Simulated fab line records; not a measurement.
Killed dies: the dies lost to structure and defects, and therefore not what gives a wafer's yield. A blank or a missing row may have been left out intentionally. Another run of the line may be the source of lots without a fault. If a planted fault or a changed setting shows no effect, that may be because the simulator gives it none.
Split-lot experiment ; flow sfq_line ; 27 wafers read from 5 lots, route of 325 steps

ON THE SPLIT
At SFQ_TRILAYER_INCOMING_OXIDATION_002 (target thk 500 nm, ox time 4939 s), the setting ox_time_s was moved away from the recipe's 4939 s on 6 of the 27 wafers read, by -42.6%. For the rest of the wafers, this setting stayed at what the recipe calls for.

The split's own step is where the reading is taken.

THE READING
SiO2_of_TRILAYER_INCOMING_OXIDATION_002.thk_nm (the simulator's own value, which no gauge read), in nm, at SFQ_TRILAYER_INCOMING_OXIDATION_002 (target thk 500 nm, ox time 4939 s). No usual value for it is given in the file. Average 494.4 nm, standard deviation 12 nm, over the 21 wafers here run with the recipe.

wafer;tool, chamber at the split;ox_time_s as run, s;against the recipe;SiO2_of_TRILAYER_INCOMING_OXIDATION_002.thk_nm, nm;against lot-mates on the recipe
L077.1;furnace-02, 0;4939;recipe;509;-
L077.2;furnace-02, 0;4939;recipe;509.9;-
L077.3;furnace-02, 0;4939;recipe;496.5;-
L078.1;-, -;4939;recipe;495.2;-
L078.2;-, -;4939;recipe;491.2;-
L078.3;-, -;4939;recipe;487.2;-
L078.4;-, -;4939;recipe;493.2;-
L078.5;-, -;4939;recipe;499;-
L078.6;-, -;4939;recipe;496.9;-
L079.1;-, -;2834;-42.6%;333.4;no lot-mate on the recipe
L079.2;-, -;2834;-42.6%;343.3;no lot-mate on the recipe
L079.3;-, -;2834;-42.6%;338.6;no lot-mate on the recipe
L079.4;-, -;2834;-42.6%;344.2;no lot-mate on the recipe
L079.5;-, -;2834;-42.6%;338.3;no lot-mate on the recipe
L079.6;-, -;2834;-42.6%;339.2;no lot-mate on the recipe
L081.1;-, -;4939;recipe;507.4;-
L081.2;-, -;4939;recipe;498.7;-
L081.3;-, -;4939;recipe;509.1;-
L081.4;-, -;4939;recipe;506.5;-
L081.5;-, -;4939;recipe;507.9;-
L081.6;-, -;4939;recipe;502.9;-
L082.1;-, -;4939;recipe;482.1;-
L082.2;-, -;4939;recipe;475.5;-
L082.3;-, -;4939;recipe;472.8;-
L082.4;-, -;4939;recipe;476.9;-
L082.5;-, -;4939;recipe;480.7;-
L082.6;-, -;4939;recipe;484.7;-

THE FIT
A straight line over all 27 wafers: SiO2_of_TRILAYER_INCOMING_OXIDATION_002.thk_nm changes by +3.64 nm for each +1% of ox_time_s; r = +0.99; the points scatter about the line by 11 nm.
Too few moved wafers have a lot-mate on the recipe to fit a line with each lot's own level taken away.

FILE'S OWN FIT
SiO2_of_TRILAYER_INCOMING_OXIDATION_002.thk_nm changes by +3.64 nm for each +1% of ox_time_s, r = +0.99.
